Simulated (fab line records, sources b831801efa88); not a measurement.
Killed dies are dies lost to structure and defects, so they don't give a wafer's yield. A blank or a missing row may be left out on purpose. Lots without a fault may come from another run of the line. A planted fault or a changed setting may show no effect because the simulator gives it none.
fab line records | flow sky130
record lots=14 wafers=42 last_day=50
route steps=708 shown METAL2@500 VIA2@509 METAL3@567 VIA3@587
lots that met no fault: from a run of the same line without faults
start_h: hours from the record's first day to the start of the lot's first wafer shown | wait_h: hours since the lot's step before | " the same as in the row above | L1.1+2: a row that stands for several wafers | - no value, or no start given | * or withheld: withheld | < > ~ a bound
route shown NAME@n: a module of which the file shows steps, and the number in the route of the first | usual: mean/standard deviation of fault-free wafers | same: alike in all rows | chamber/n: place in a boat | sites: the reading at each site | _std_site: their standard deviation | _edge_site: outer sites' mean less inner sites' | radius_mm: how far each site lies from the wafer's centre | mask NAME#n: copy n | behind: the tool/chamber that last shaped the wafer | hold: why the lot was held/for how many hours/how that ended | device: the transistor (n, p or np) that didn't switch | end of line: the same wafers' tests at the end of the route | a step without rows: its recipe alone | killed: dies lost to structure and defects at the first sort, not the wafer's yield | map: a wafer's dies, x killed, . not, _ none there
set.NAME: the setting as run; set.NAME@STEP: as run at that earlier step | model.NAME: the simulator's own value behind a step, which no gauge read
steps of the route over a sample of lots; a table a step, a row a wafer
services: from which hour (start_h, from the record's first day; less than 0 if before it) a tool's chamber was out of use, for how many hours, and why
## steps
# step SKY_METAL2_DESCUM_17
# recipe chemistry=O2 source_power_w=150 bias_power_w=0 pressure_mtorr=10 temp_c=40 time_s=8
# usual drypump_motor_current_A=5.7/0.45 oes_product_au=1.002/0.0094 rf_fwd_power_W=147.3/0.62 temp_c=40.01/0.11
# columns lot.wafer tool chamber start_h wait_h drypump_motor_current_A oes_product_au rf_fwd_power_W rf_hours_counter_h temp_c
L674.1 rie_metal-02 1 850.47 0.0 6.5 0.990 146.8 15 39.93
L674.4 " 1 " " 6.5 0.990 147.2 - 39.89
L674.5 " 1 " " 6.5 0.994 147.4 - 40.02
L675.2 rie_metal-03 1 853.08 0.0 5.1 1.004 146.7 - 40.03
L675.3 " 1 " " 5.1 0.998 146.4 - 39.95
L675.5 " 1 " " 5.1 0.995 147.2 - 40.09
L676.2 rie_metal-02 1 861.82 0.0 6.5 0.995 147.3 16 39.95
L676.4 " 0 " " 5.8 0.996 147.9 - 40.16
L676.6 " 1 " " 6.5 0.991 147.4 - 40.18
L677.1 rie_metal-04 1 870.87 0.0 5.3 1.019 147.0 1 39.91
L677.2 " 1 " " 5.4 1.022 147.7 - 39.98
L677.4 " 1 " " 5.4 1.019 147.5 - 39.97
L679.1 rie_metal-04 1 880.77 0.0 5.4 1.006 148.0 2 39.90
L679.2 " 1 " " 5.3 1.005 147.6 - 39.98
L679.6 " 1 " " 5.4 1.007 147.9 - 40.16
L680.2 rie_metal-04 0 888.28 0.0 5.8 1.017 147.7 0 40.13
L680.3 " 1 " " 5.4 1.017 147.8 - 39.96
L680.5 " 1 " " 5.4 1.004 148.1 - 39.93
L683.1 rie_metal-04 0 911.09 0.0 5.8 1.015 147.2 1 40.02
L683.4 " 1 " " 5.4 1.009 147.0 - 40.11
L683.5 " 1 " " 5.3 1.006 147.3 - 40.01
L684.2 rie_metal-03 0 915.58 0.0 5.8 1.002 147.5 3 40.05
L684.3 " 1 " " 5.1 0.993 147.2 - 40.17
L684.5 " 0 " " 5.8 1.000 147.8 - 40.17
L685.1 rie_metal-03 0 929.17 0.0 5.8 1.016 148.0 3 40.01
L685.3 " 1 " " 5.1 1.004 147.4 - 39.98
L685.4 " 0 " " 5.7 1.021 146.9 - 40.15
L690.1 rie_metal-04 1 959.22 0.0 5.4 0.997 148.1 6 39.79
L690.2 " 0 " " 5.8 1.013 146.9 3 39.97
L690.4 " 0 " " 5.8 1.007 147.5 - 39.96
L691.1 rie_metal-04 1 966.94 0.0 5.4 1.005 147.8 6 40.02
L691.4 " 1 " " 5.4 1.005 147.9 - 39.85
L691.5 " 0 " " 5.8 1.002 148.2 - 39.91
L692.2 rie_metal-03 1 977.62 0.0 5.1 0.995 146.7 18 39.91
L692.3 " 1 " " 5.1 0.994 147.0 - 39.60
L692.4 " 0 " " 5.8 0.993 147.9 - 39.90
L693.1 rie_metal-03 0 980.23 0.0 5.8 0.994 147.2 6 40.06
L693.2 " 1 " " 5.1 1.006 146.4 19 39.87
L693.4 " 1 " " 5.1 1.003 147.0 - 39.92
L694.1 rie_metal-03 0 994.82 0.0 5.7 1.020 147.8 8 40.12
L694.4 " 0 " " 5.8 1.003 147.6 - 40.16
L694.6 " 0 " " 5.7 1.015 147.6 - 40.18
# step SKY_VIA2_CMP_02
# recipe material=SiO2 down_force_psi=4 platen_rpm=60 pad_velocity_m_s=0.94248
# usual edge_zone_pressure_frac=0.999/0.005 head_pressure_psi=4.002/0.0083 motor_current_A=12.0/0.89 platen_rpm=60.00/0.039
# columns lot.wafer tool chamber start_h wait_h edge_zone_pressure_frac head_pressure_psi motor_current_A platen_rpm
L674.1 cmp-01 2 851.62 0.1 1.008 4.007 11.8 59.95
L674.4 " 1 " " 0.998 4.001 11.6 60.00
L674.5 " 2 " " 1.009 4.008 12.7 59.94
L675.3 cmp-01 0 854.22 0.0 0.998 3.994 12.8 59.97
L675.2 " 2 " " 0.992 3.987 12.6 59.97
L675.5 " 1 " " 0.993 4.002 11.5 59.96
L676.2 cmp-01 1 863.06 0.0 0.993 3.995 11.9 60.02
L676.4 " 3 " " 0.997 3.994 12.5 59.99
L676.6 " 1 " " 1.003 3.999 10.4 60.00
L677.4 cmp-02 0 872.03 0.0 0.999 3.999 12.7 60.01
L677.1 " 1 " " 0.998 3.997 11.7 59.96
L677.2 " 2 " " 0.998 4.006 12.3 60.01
L679.1 cmp-02 1 882.02 0.1 1.001 3.994 11.7 60.03
L679.2 " 2 " " 1.001 4.004 11.8 60.02
L679.6 " 0 " " 0.995 4.002 12.5 59.96
L680.3 cmp-02 1 889.29 0.0 1.004 3.991 11.6 60.03
L680.2 " 0 " " 0.996 4.005 12.4 59.99
L680.5 " 1 " " 1.000 4.000 11.9 60.04
L683.1 cmp-01 2 912.19 0.1 0.997 3.995 12.6 59.96
L683.4 " 0 " " 1.004 4.012 14.0 60.01
L683.5 " 2 " " 0.997 4.008 13.1 60.03
L684.2 cmp-02 0 917.82 1.2 1.007 4.013 12.2 60.01
L684.3 " 1 " " 0.999 3.999 12.2 60.03
L684.5 " 3 " " 1.008 4.013 10.8 59.93
L685.1 cmp-02 1 930.14 0.1 0.989 4.014 12.2 60.01
L685.3 " 2 " " 1.003 4.006 12.1 60.05
L685.4 " 0 " " 0.994 3.985 11.8 59.97
L690.2 cmp-01 1 960.18 0.0 0.993 3.993 11.2 59.98
L690.4 " 3 " " 0.994 4.000 12.3 60.01
L690.1 " 0 " " 1.003 4.002 13.1 60.08
L691.1 cmp-02 0 967.90 0.1 0.995 4.004 12.6 60.01
L691.4 " 3 " " 0.994 4.003 10.6 60.01
L691.5 " 1 " " 0.997 4.000 11.6 59.95
L692.4 cmp-02 3 978.59 0.0 1.001 3.984 10.4 59.97
L692.3 " 0 " " 1.000 3.998 12.3 59.94
L692.2 " 2 " " 1.004 4.007 11.9 59.99
L693.4 cmp-02 3 981.23 0.0 1.000 3.987 10.3 59.97
L693.2 " 1 " " 1.001 4.002 11.7 60.00
L693.1 " 2 " " 1.006 3.996 11.9 60.00
L694.4 cmp-02 2 995.79 0.0 1.003 4.000 12.5 59.98
L694.1 " 1 " " 1.001 4.010 12.0 60.04
L694.6 " 3 " " 1.008 3.996 10.8 59.99
# step SKY_METAL3_ETCH_17
# recipe target=SiO2 stop_on=TiN chemistry=C4F8/O2/Ar source_w=1500 bias_w=1200 pressure_mtorr=40 c4f8_flow_sccm=withheld O2_flow_sccm=6 Ar_flow_sccm=300 time_s=3.9 target_depth_a=150
# usual bias_w=1200/3.5 chamber_pressure_mTorr=40.01/0.037 oes_product_au=0.757/0.0073 rf_fwd_power_W=1469/7.6
# columns lot.wafer tool chamber start_h wait_h bias_w chamber_pressure_mTorr oes_product_au rf_fwd_power_W rf_hours_counter_h
L674.1 rie_diel-03 1 930.38 0.2 1203 39.99 0.753 1464 8
L674.4 " 3 " " 1195 40.02 0.750 1475 20
L674.5 " 0 " " 1199 40.04 0.768 1475 -
L675.2 rie_diel-03 2 932.36 0.1 1202 39.93 0.762 1466 4
L675.3 " 0 " " 1200 39.99 0.752 1474 12
L675.5 " 1 " " 1199 39.96 0.750 1467 -
L676.2 rie_diel-01 2 941.43 0.1 1200 39.96 0.749 1477 14
L676.4 " 3 " " 1201 39.96 0.760 1456 15
L676.6 " 3 " " 1207 39.96 0.750 1464 -
L677.1 rie_diel-03 2 950.49 0.2 1202 40.04 0.751 1467 5
L677.2 " 3 " " 1195 40.02 0.756 1479 20
L677.4 " 0 " " 1196 40.04 0.765 1475 12
L679.1 rie_diel-01 3 959.00 0.1 1198 40.01 0.755 1468 15
L679.2 " 0 " " 1197 40.00 0.751 1479 8
L679.6 " 1 " " 1197 39.99 0.761 1471 -
L680.2 rie_diel-01 1 967.28 0.1 1202 40.03 0.753 1470 5
L680.3 " 3 " " 1201 40.03 0.771 1461 15
L680.5 " 2 " " 1193 39.94 0.759 1469 -
L683.1 rie_diel-04 0 988.50 0.1 - - - - -
L683.4 " 1 " " - - - - -
L683.5 " 0 " " - - - - -
L684.2 rie_diel-04 3 991.90 0.1 - - - - -
L684.3 " 0 " " - - - - -
L684.5 " 2 " " - - - - -
L685.1 rie_diel-04 0 1004.93 0.1 1199 40.00 0.755 1457 9
L685.3 " 3 " " 1204 39.99 0.751 1459 16
L685.4 " 1 " " 1200 40.06 0.757 1472 27
L690.1 rie_diel-04 1 1033.90 0.1 1198 39.94 0.758 1476 28
L690.2 " 0 " " 1198 40.02 0.751 1462 10
L690.4 " 2 " " 1196 40.01 0.763 1469 9
L691.1 rie_diel-04 1 1041.05 0.1 1201 40.00 0.756 1466 28
L691.4 " 2 " " 1197 39.97 0.759 1466 10
L691.5 " 0 " " 1200 39.97 0.768 1465 -
L692.2 rie_diel-01 1 1052.03 0.1 1204 39.99 0.748 1472 8
L692.3 " 2 " " 1197 40.05 0.756 1470 17
L692.4 " 0 " " 1196 40.03 0.767 1473 11
L693.1 rie_diel-03 3 1053.89 0.2 1200 40.10 0.763 1474 23
L693.2 " 1 " " 1200 40.02 0.766 1461 12
L693.4 " 0 " " 1198 39.96 0.764 1480 15
L694.1 rie_diel-03 2 1066.98 0.1 1197 40.02 0.747 1460 9
L694.4 " 0 " " 1202 39.96 0.752 1479 16
L694.6 " 3 " " 1206 40.00 0.752 1478 -
# step SKY_VIA3_ETCH_14
# recipe chemistry=N2/H2 target=BARC ion_energy_ev=200 source_w=500 bias_w=100 pressure_mtorr=30 n2_flow_sccm=100 h2_flow_sccm=200 stop_on=SiO2 time_s=45.9 target_depth_a=600
# usual bias_w=100.02/0.28 chamber_pressure_mTorr=29.998/0.029 drypump_motor_current_A=5.7/0.41 oes_product_au=0.854/0.0049 rf_fwd_power_W=494.7/2.1 throttle_valve_pct=13.224/0.0092
# columns lot.wafer tool chamber start_h wait_h bias_w chamber_pressure_mTorr drypump_motor_current_A oes_product_au rf_fwd_power_W rf_hours_counter_h throttle_valve_pct
L674.1 rie_diel-02 0 956.74 0.0 100.07 29.953 6.1 0.850 490.2 18 13.227
L674.4 " 1 " " 100.01 29.958 5.6 0.855 498.0 14 13.220
L674.5 " 0 " " 100.03 30.031 6.1 0.853 492.4 - 13.239
L675.2 rie_diel-04 2 958.49 0.0 100.04 30.005 6.2 0.857 496.3 7 13.227
L675.3 " 0 " " 100.16 29.975 6.0 0.854 493.7 7 13.233
L675.5 " 0 " " 100.08 30.028 6.0 0.857 491.6 - 13.226
L676.2 rie_diel-04 0 967.52 0.0 100.04 29.981 6.0 0.859 492.8 8 13.237
L676.4 " 3 " " 100.67 30.027 5.9 0.856 494.5 14 13.227
L676.6 " 1 " " 99.86 30.013 5.0 0.852 494.5 - 13.236
L677.1 rie_diel-02 2 976.17 0.0 100.12 29.991 5.6 0.854 498.5 25 13.224
L677.2 " 3 " " 99.59 29.951 5.6 0.856 496.1 17 13.229
L677.4 " 0 " " 99.86 30.018 6.1 0.850 494.3 18 13.235
L679.1 rie_diel-04 2 983.62 0.0 99.76 30.010 6.2 0.863 494.3 8 13.240
L679.2 " 1 " " 100.21 30.023 5.0 0.857 493.2 27 13.233
L679.6 " 1 " " 100.52 29.978 5.0 0.854 491.7 - 13.229
L680.2 rie_diel-03 1 991.64 0.0 100.55 30.009 4.9 0.847 493.7 10 13.233
L680.3 " 2 " " 99.89 30.011 5.9 0.852 493.9 6 13.228
L680.5 " 0 " " 100.21 30.043 5.9 0.852 494.5 - 13.228
L685.1 rie_diel-03 0 1030.09 0.0 100.03 29.989 6.0 0.854 496.6 14 13.222
L685.3 " 3 " " 100.23 30.050 5.5 0.858 493.5 22 13.244
L685.4 " 1 " " 100.32 29.989 4.9 0.855 493.8 11 13.227
L690.1 rie_diel-03 2 1057.62 0.0 99.96 29.946 5.9 0.853 493.3 8 13.209
L690.2 " 1 " " 100.17 29.963 5.0 0.853 496.8 12 13.202
L690.4 " 0 " " 100.47 29.971 5.9 0.854 497.2 15 13.224
L691.1 rie_diel-04 0 1065.03 0.0 100.23 30.009 6.0 0.860 492.6 12 13.221
L691.4 " 3 " " 99.88 29.978 5.9 0.865 493.3 18 13.226
L691.5 " 1 " " 99.78 29.983 5.0 0.855 494.5 - 13.221
L692.2 rie_diel-04 3 1075.22 0.0 99.68 29.969 5.9 0.855 491.0 18 13.212
L692.3 " 1 " " 100.02 29.988 4.9 0.856 494.4 30 13.222
L692.4 " 2 " " 100.58 30.038 6.2 0.850 495.0 11 13.229
L693.1 rie_diel-04 2 1076.53 0.0 99.87 30.003 6.2 0.863 495.5 11 13.208
L693.2 " 1 " " 100.22 29.975 5.0 0.850 494.9 30 13.223
L693.4 " 0 " " 99.63 30.037 6.0 0.850 494.2 12 13.227
L694.1 rie_diel-03 3 1089.07 0.0 99.58 30.035 5.5 0.860 495.8 25 13.220
L694.4 " 2 " " 100.28 29.998 5.9 0.849 495.0 9 13.233
L694.6 " 1 " " 100.05 29.966 4.9 0.856 493.1 - 13.243
## services
# columns tool chamber start_h hours kind
cmp-02 - 831.38 0.6 repair
cmp-02 - 846.90 5.6 pm
rie_diel-01 1 854.74 9.0 repair
cmp-01 - 874.98 3.9 repair
rie_diel-04 - 892.11 28.1 pm
cmp-01 - 894.80 0.4 repair
rie_metal-04 - 904.11 0.2 repair
cmp-02 - 913.47 4.0 pm
cmp-01 - 915.26 5.1 repair
rie_diel-01 3 917.23 13.5 repair
cmp-02 - 920.47 6.3 pm
rie_metal-04 - 928.18 2.5 repair
rie_diel-03 3 931.70 5.5 repair
rie_diel-04 0 937.20 15.7 repair
rie_diel-04 3 944.74 5.1 repair
rie_metal-03 0 949.59 1.5 repair
cmp-01 - 951.11 1.2 repair
rie_diel-04 3 957.27 6.1 repair
rie_metal-03 - 959.00 2.8 pm
rie_metal-04 - 980.25 7.6 repair
cmp-01 - 1017.35 0.9 repair
cmp-01 - 1052.90 5.4 repair
rie_metal-04 - 1059.47 2.4 repair
cmp-01 - 1084.11 4.0 pm
## key
first_sign step=SKY_METAL3_ETCH_17 reading=tool_record direction=missing
effect none on later readings
met_at SKY_METAL3_ETCH_17
struck_lots L683,L684
later_rows_left_out L683.1,L683.4,L683.5,L684.2,L684.3,L684.5
sort_left_out L683.1,L683.4,L683.5,L684.2,L684.3,L684.5
not_acting_at SKY_METAL2_DESCUM_17,SKY_VIA2_CMP_02,SKY_VIA3_ETCH_14
fault kind=skipped_step_whole tool=rie_diel-04 chamber=- onset_h=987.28 steps=SKY_METAL3_ETCH_17 scope=struck_lots_only
# sort_left_out: the simulated sort isn't trusted on such a fault, so these wafers' sort isn't shown, and their yield isn't known
# later_rows_left_out: the simulator's readings of these wafers behind a module that went badly wrong aren't trusted and aren't shown, but for the sort
